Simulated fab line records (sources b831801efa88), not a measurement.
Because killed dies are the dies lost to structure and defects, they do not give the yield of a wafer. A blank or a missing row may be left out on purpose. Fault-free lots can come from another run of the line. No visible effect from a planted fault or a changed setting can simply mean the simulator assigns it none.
A lot that was struck, set against a sound lot	flow sky130	14 steps out of a route of 708
Sound: these wafers, L711.3, L711.4, L711.6. Struck: wafers L725.2, L725.6 (left out: L725.5, a lot-mate that was not struck); the cause follows at the end.
For every step that has rows: the tool of each side, followed by ch and its chambers, followed by its first start. Under that, the readings that differ: sound wafers	struck wafers	difference of the means	sigmas: that difference in standard deviations of wafers without a fault.
alike: same words and numbers on both sides, and readings whose means sit less than 2 such deviations apart. not compared: any withheld reading, any reading some wafer has no value for, any bound like >300 that may hide the same value, and any number with overlapping values for which the record gives no deviation.
A row with sigmas, a row that says differs or no value, or rows on one side alone: a step with any of these is where the two part. Non-overlapping numbers with no deviation appear without sigmas and do not part them. A reading missing from all wafers of one side parts the sides only when that side holds two or more wafers.

SKY_VIA1_OVL_MEAS_13:
  sound on overlay-02, day 33 22:57; struck on overlay-01, day 38 15:57
  alike: VIA1_OVL
then, 2 steps without rows for these wafers: SKY_VIA1_ETCH_14 (etches BARC in N2/H2, stops on SiO2, time 45.9 s, target depth 60 nm); SKY_VIA1_ETCH_15 (etches SiO2 in C4F8/O2/Ar, stops on TiN, target depth 351 nm, time 54 s).
SKY_VIA1_STRIP_16: strips in O2/N2.
  sound on plasma-asher-01 ch 0,1, day 33 23:06; struck on plasma-asher-02 ch 1, day 38 16:04
  alike: drypump-motor-current-A, oes-product-au, strip-time-to-endpoint-s
  not compared: rf-hours-counter-h
then, 3 steps without rows for these wafers: SKY_VIA1_STRIP_17 (strips in post etch residue remover, time 1200 s); SKY_VIA1_CLEAN_18 (cleans in IPA, time 180 s); SKY_VIA1_CLEAN_19 (cleans in O3/DIW).
SKY_VIA1_SPUTTER_20: material TiN, target thk 20 nm, time 80 s.
  sound on pvd-sputter-04, day 33 23:40; struck on pvd-sputter-04, day 38 16:40
  alike: throttle-valve-pct
SKY_VIA1_CVD_21: deposits W, target thk 270 nm, time 80.902 s.
  sound on cvd-w-01 ch 0,1, day 33 23:45; struck on cvd-w-01 ch 1, day 38 16:44
  alike: heater-power-w
  not compared: since-wet-clean-h
SKY_VIA1_RS_MEAS_22: measurement is done with a four-point probe.
  sound on film-metro-02, day 33 23:51; struck on film-metro-01, day 38 16:50
  alike: VIA1_W_RS
SKY_VIA1_THK_MEAS_23: measures by xrf.
  sound on film-metro-02, day 33 23:57; struck on film-metro-01, day 38 16:57
  alike: VIA1_W_THK
SKY_VIA1_CMP_24: polishes, stops on SiO2, t overpolish 15 s, target thk 0 nm.
  sound on cmp-01 ch 0,2, day 34 00:02; struck on cmp-02 ch 2,3, day 38 17:03
reading	sound	struck	difference	sigmas
motor-current-A (A)	11.8 12.4 11.5	9.3 10.9	-1.8	-2
time-to-endpoint-s (s)	61 60 61	72 68	+9	+2
  alike: overpolish-run-s, slurry-filter-dp-kPa
SKY_METAL2_SPUTTER_00: material Ti, target thk 15 nm, time 10 s.
  sound on pvd-sputter-02, day 34 00:17; struck on pvd-sputter-02, day 38 17:18
reading	sound	struck	difference	sigmas
model.Ti_of_METAL2_SPUTTER_00.thk-nm (nm)	14.88 15.3 15.08	22.23 22.09	+7.07	
  alike: throttle-valve-pct
SKY_METAL2_SPUTTER_01: material TiN, target thk 20 nm, time 16.7 s.
  sound on pvd-sputter-02, day 34 00:19; struck on pvd-sputter-02, day 38 17:19
  alike: throttle-valve-pct

WHERE THEY PART
Only at SKY_VIA1_CMP_24, as far as this record shows. Later steps at which nothing parts them and some readings are alike: SKY_METAL2_SPUTTER_00, SKY_METAL2_SPUTTER_01.

WHY: the cause the simulator had injected
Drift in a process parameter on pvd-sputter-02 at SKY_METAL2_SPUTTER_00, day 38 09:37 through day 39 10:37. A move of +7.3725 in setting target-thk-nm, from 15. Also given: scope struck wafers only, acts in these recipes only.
